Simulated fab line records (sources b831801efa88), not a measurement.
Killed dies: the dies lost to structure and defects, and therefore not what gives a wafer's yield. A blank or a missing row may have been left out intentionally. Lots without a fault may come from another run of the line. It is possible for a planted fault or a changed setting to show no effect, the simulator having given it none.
Matching of chambers / flow sfq-line / SFQ_TRILAYER_I4_CMP_CMP_100 on cmp-01: 4 sister chambers
The step polishes SiO2. 18 wafers are shown with their chamber, then 9 later ones without.

## WAFERS WITH THEIR CHAMBER
wafer=L483.3; chamber=3; motor-current-A (A)=9.3; time-to-endpoint-s (s)=205; head-pressure-psi (psi)=2.993
wafer=L483.2; chamber=1; motor-current-A (A)=9.3; time-to-endpoint-s (s)=207; head-pressure-psi (psi)=3.001
wafer=L483.5; chamber=3; motor-current-A (A)=9.2; time-to-endpoint-s (s)=218; head-pressure-psi (psi)=2.997
wafer=L484.2; chamber=0; motor-current-A (A)=9.6; time-to-endpoint-s (s)=215; head-pressure-psi (psi)=2.994
wafer=L484.4; chamber=3; motor-current-A (A)=9.2; time-to-endpoint-s (s)=222; head-pressure-psi (psi)=2.998
wafer=L484.6; chamber=0; motor-current-A (A)=9.0; time-to-endpoint-s (s)=220; head-pressure-psi (psi)=2.992
wafer=L488.3; chamber=3; motor-current-A (A)=9.6; time-to-endpoint-s (s)=208; head-pressure-psi (psi)=3.011
wafer=L488.1; chamber=2; motor-current-A (A)=10.1; time-to-endpoint-s (s)=217; head-pressure-psi (psi)=2.996
wafer=L488.2; chamber=1; motor-current-A (A)=9.3; time-to-endpoint-s (s)=213; head-pressure-psi (psi)=3.011
wafer=L489.2; chamber=1; motor-current-A (A)=9.4; time-to-endpoint-s (s)=212; head-pressure-psi (psi)=3.004
wafer=L489.3; chamber=0; motor-current-A (A)=9.7; time-to-endpoint-s (s)=223; head-pressure-psi (psi)=2.999
wafer=L489.5; chamber=3; motor-current-A (A)=9.0; time-to-endpoint-s (s)=214; head-pressure-psi (psi)=3.008
wafer=L492.3; chamber=3; motor-current-A (A)=9.2; time-to-endpoint-s (s)=205; head-pressure-psi (psi)=3.010
wafer=L492.1; chamber=1; motor-current-A (A)=9.7; time-to-endpoint-s (s)=204; head-pressure-psi (psi)=2.992
wafer=L492.6; chamber=3; motor-current-A (A)=9.4; time-to-endpoint-s (s)=217; head-pressure-psi (psi)=3.002
wafer=L495.2; chamber=0; motor-current-A (A)=9.9; time-to-endpoint-s (s)=205; head-pressure-psi (psi)=3.003
wafer=L495.5; chamber=0; motor-current-A (A)=9.6; time-to-endpoint-s (s)=213; head-pressure-psi (psi)=3.004
wafer=L495.6; chamber=1; motor-current-A (A)=9.8; time-to-endpoint-s (s)=209; head-pressure-psi (psi)=2.996

SIGNATURES, as means of the wafers listed above
reading=motor-current-A; chamber 0=9.560; chamber 1=9.500; chamber 2=10.100; chamber 3=9.271; scatter within a chamber=0.252
reading=time-to-endpoint-s; chamber 0=215.20; chamber 1=209.00; chamber 2=217.00; chamber 3=212.71; scatter within a chamber=6.11
reading=head-pressure-psi; chamber 0=2.99840; chamber 1=3.00080; chamber 2=2.99600; chamber 3=3.00271; scatter within a chamber=0.00669
Rule: a wafer lies at a distance from a chamber equal to the root of the sum of squares, over the readings, of (its reading less the chamber's mean, divided by the reading's scatter). The wafer belongs to the nearest chamber; if the next one is less than 2 further off, it can't be placed. The scatter: take each reading less its chamber's mean, square it, sum over the shown wafers, divide by the number of wafers less the number of chambers, and take the root.

## WAFERS MISSING THEIR CHAMBER
wafer=L504.1; motor-current-A (A)=9.6; time-to-endpoint-s (s)=216; head-pressure-psi (psi)=3.000
wafer=L504.4; motor-current-A (A)=9.6; time-to-endpoint-s (s)=202; head-pressure-psi (psi)=3.003
wafer=L504.5; motor-current-A (A)=9.2; time-to-endpoint-s (s)=213; head-pressure-psi (psi)=2.995
wafer=L505.4; motor-current-A (A)=9.4; time-to-endpoint-s (s)=231; head-pressure-psi (psi)=2.996
wafer=L505.5; motor-current-A (A)=10.2; time-to-endpoint-s (s)=214; head-pressure-psi (psi)=3.003
wafer=L505.6; motor-current-A (A)=9.4; time-to-endpoint-s (s)=216; head-pressure-psi (psi)=3.000
wafer=L506.2; motor-current-A (A)=9.6; time-to-endpoint-s (s)=213; head-pressure-psi (psi)=3.003
wafer=L506.5; motor-current-A (A)=9.3; time-to-endpoint-s (s)=224; head-pressure-psi (psi)=2.989
wafer=L506.6; motor-current-A (A)=9.4; time-to-endpoint-s (s)=218; head-pressure-psi (psi)=2.996

## CHAMBER TAKEN BY EACH
wafer=L504.1; from the rows above=can't be placed: 0 or 1 or 3 or 2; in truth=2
wafer=L504.4; from the rows above=can't be placed: 1 or 3 or 0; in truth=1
wafer=L504.5; from the rows above=can't be placed: 3 or 0 or 1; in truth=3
wafer=L505.4; from the rows above=can't be placed: 0 or 3 or 2 or 1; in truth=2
wafer=L505.5; from the rows above=can't be placed: 2 or 0 or 1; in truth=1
wafer=L505.6; from the rows above=can't be placed: 0 or 3 or 1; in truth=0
wafer=L506.2; from the rows above=can't be placed: 0 or 1 or 3 or 2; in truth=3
wafer=L506.5; from the rows above=can't be placed: 0 or 3 or 1 or 2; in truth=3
wafer=L506.6; from the rows above=can't be placed: 0 or 3 or 1 or 2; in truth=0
0 of 9 placed correctly. Cannot be placed on the basis of these rows: 9; the candidates contain the true chamber in 9. Number placed wrongly: 0.
